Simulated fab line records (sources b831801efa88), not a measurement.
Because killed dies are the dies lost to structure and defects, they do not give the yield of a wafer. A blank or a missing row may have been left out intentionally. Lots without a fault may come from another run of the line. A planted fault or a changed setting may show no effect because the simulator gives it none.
Chamber matching ; flow gf180mcu ; GF_PASSIVATION_CVD_00 on pecvd-01 has 3 sister chambers
The step deposits SiO2 from TEOS, target thk 1000 nm, time 113.8 s. 27 wafers are shown with their chamber, then 12 later ones without.

WAFERS PAIRED WITH THEIR CHAMBERS
wafer;chamber;heater power w (W)
L074.2;1;753
L074.3;0;705
L074.5;1;819
L075.1;0;675
L075.5;2;713
L075.6;1;828
L077.1;1;656
L077.2;2;676
L077.5;0;665
L078.2;2;740
L078.4;0;587
L078.6;1;659
L080.1;1;767
L080.3;2;691
L080.4;0;699
L083.1;2;754
L083.4;2;605
L083.5;0;583
L084.1;2;721
L084.3;1;651
L084.6;1;734
L085.3;1;749
L085.4;2;727
L085.6;1;809
L088.4;2;608
L088.5;0;703
L088.6;1;745

SIGNATURES, as means of the wafers listed above
reading;chamber 0;chamber 1;chamber 2;scatter within a chamber
heater power w;659.57;742.73;692.78;58.3
Rule: for a wafer and a chamber, the distance is found by dividing, reading by reading, the gap between the wafer's reading and the chamber's mean by the reading's scatter, squaring, summing and taking the root. If the next closest chamber is less than 2 further off than the closest, the wafer can't be placed; otherwise it belongs to the closest. How the scatter is found: for the shown wafers, subtract from each reading the mean of its chamber, square and add these, divide the total by (wafers less chambers), then take the root.

WAFERS WITH NO CHAMBER GIVEN
wafer;heater power w (W)
L087.1;661
L087.4;593
L087.6;745
L093.1;641
L093.5;756
L093.6;777
L095.3;632
L095.4;765
L095.6;711
L096.4;589
L096.5;798
L096.6;705

CHAMBER TAKEN BY EACH
wafer;from the rows above;in truth
L087.1;can't be placed: 0 or 2 or 1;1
L087.4;can't be placed: 0 or 2 or 1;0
L087.6;can't be placed: 1 or 2 or 0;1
L093.1;can't be placed: 0 or 2 or 1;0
L093.5;can't be placed: 1 or 2 or 0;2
L093.6;can't be placed: 1 or 2 or 0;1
L095.3;can't be placed: 0 or 2 or 1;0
L095.4;can't be placed: 1 or 2 or 0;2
L095.6;can't be placed: 2 or 1 or 0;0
L096.4;can't be placed: 0 or 2 or 1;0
L096.5;can't be placed: 1 or 2 or 0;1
L096.6;can't be placed: 2 or 1 or 0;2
Correct placement for 0 of the 12. These rows do not allow placing 12 (true chamber among the candidates in 12). 0 placed wrongly.
